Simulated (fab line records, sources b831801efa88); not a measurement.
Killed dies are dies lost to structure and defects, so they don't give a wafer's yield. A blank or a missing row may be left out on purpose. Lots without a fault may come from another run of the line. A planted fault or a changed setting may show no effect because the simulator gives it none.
Split-lot experiment | flow sky130 | 5 lots, 23 wafers read, on a route of 708 steps

THE SPLIT
At SKY_VT_ADJUST_PCH_IMPLANT_08, the setting dose_cm2 was moved away from the recipe's 5e+11 on 9 of the 23 wafers read, by -2.6% to +7.5%. The other wafers ran this setting at the recipe's value.

FROM THE SPLIT TO THE READING: what the file shows between them, 1 step
- SKY_VT_ADJUST_PCH_STRIP_09: strips in O2/N2

THE READING
VT_ADJUST_PCH_TW, at SKY_VT_ADJUST_PCH_TW_MEAS_10. Fault-free wafers of this fab line usually give 142.5, standard deviation 0.57.

wafer  | tool, chamber at the split | dose_cm2 as run | against the recipe | VT_ADJUST_PCH_TW | against lot-mates on the recipe
L077.1 | implanter-03, 0            | 5e+11           | recipe             | 141.9            | -
L077.4 | implanter-03, 0            | 5e+11           | recipe             | 142.4            | -
L077.6 | implanter-03, 0            | 5e+11           | recipe             | 142.3            | -
L078.1 | implanter-03, 0            | 5.373e+11       | +7.5%              | 145.3            | +2.9
L078.2 | implanter-03, 0            | 5e+11           | recipe             | 142.2            | -
L078.4 | implanter-03, 0            | 5e+11           | recipe             | 142.5            | -
L078.5 | implanter-03, 0            | 5e+11           | recipe             | 142.5            | -
L078.6 | implanter-03, 0            | 5.373e+11       | +7.5%              | 145.9            | +3.5
L081.1 | implanter-03, 0            | 4.87e+11        | -2.6%              | 142.2            | +0.0
L081.2 | implanter-03, 0            | 5e+11           | recipe             | 142.5            | -
L081.3 | implanter-03, 0            | 5e+11           | recipe             | 142.2            | -
L081.4 | implanter-03, 0            | 5e+11           | recipe             | 141.8            | -
L081.5 | implanter-03, 0            | 4.87e+11        | -2.6%              | 142.2            | +0.0
L082.2 | implanter-03, 0            | 5e+11           | recipe             | 142.9            | -
L082.3 | implanter-03, 0            | 5.339e+11       | +6.8%              | 145.6            | +3.0
L082.4 | implanter-03, 0            | 5e+11           | recipe             | 142.3            | -
L082.5 | implanter-03, 0            | 5.339e+11       | +6.8%              | 145.1            | +2.5
L082.6 | implanter-03, 0            | 5.339e+11       | +6.8%              | 145.1            | +2.5
L083.1 | implanter-02, 0            | 5e+11           | recipe             | 142.6            | -
L083.3 | implanter-02, 0            | 5.122e+11       | +2.4%              | 143.2            | +0.8
L083.4 | implanter-02, 0            | 5e+11           | recipe             | 142.2            | -
L083.5 | implanter-02, 0            | 5.122e+11       | +2.4%              | 143.1            | +0.7
L083.6 | implanter-02, 0            | 5e+11           | recipe             | 142.4            | -

THE FIT
A straight line over all 23 wafers: VT_ADJUST_PCH_TW changes by +0.396 for each +1% of dose_cm2; r = +0.96; the points scatter about the line by 0.38.
The same after taking each lot's own level away (the mean of its wafers on the recipe; 23 wafers): +0.367 for each +1%; r = +0.95; scatter 0.39.
On that fit, the largest move of dose_cm2 shifts the reading by 2.7.
The lots' own levels span 142.17 to 142.60, that is 0.8 times the standard deviation above.
So the lot-to-lot level changes the slope little: the two slopes agree.
Check: with one of the wafers moved furthest among these (+7.5%) left out of the fit, the line predicts +2.86 for it against its lot-mates. It came out at +2.9 against them.

OTHER SPLITS ON THESE WAFERS
These wafers also went through other splits before the reading. Each is held against what the fit with the lots' levels taken away leaves over:
other split on the same wafers       | wafers away from the commonest value | r with VT_ADJUST_PCH_TW (lot level and that fit taken away)
SKY_VT_ADJUST_HVTR_EXPOSE_04 dose_mj | 7                                    | +0.63

THE FILE'S OWN FIT
VT_ADJUST_PCH_TW changes by +0.384 for each +1% of dose_cm2, r = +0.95.
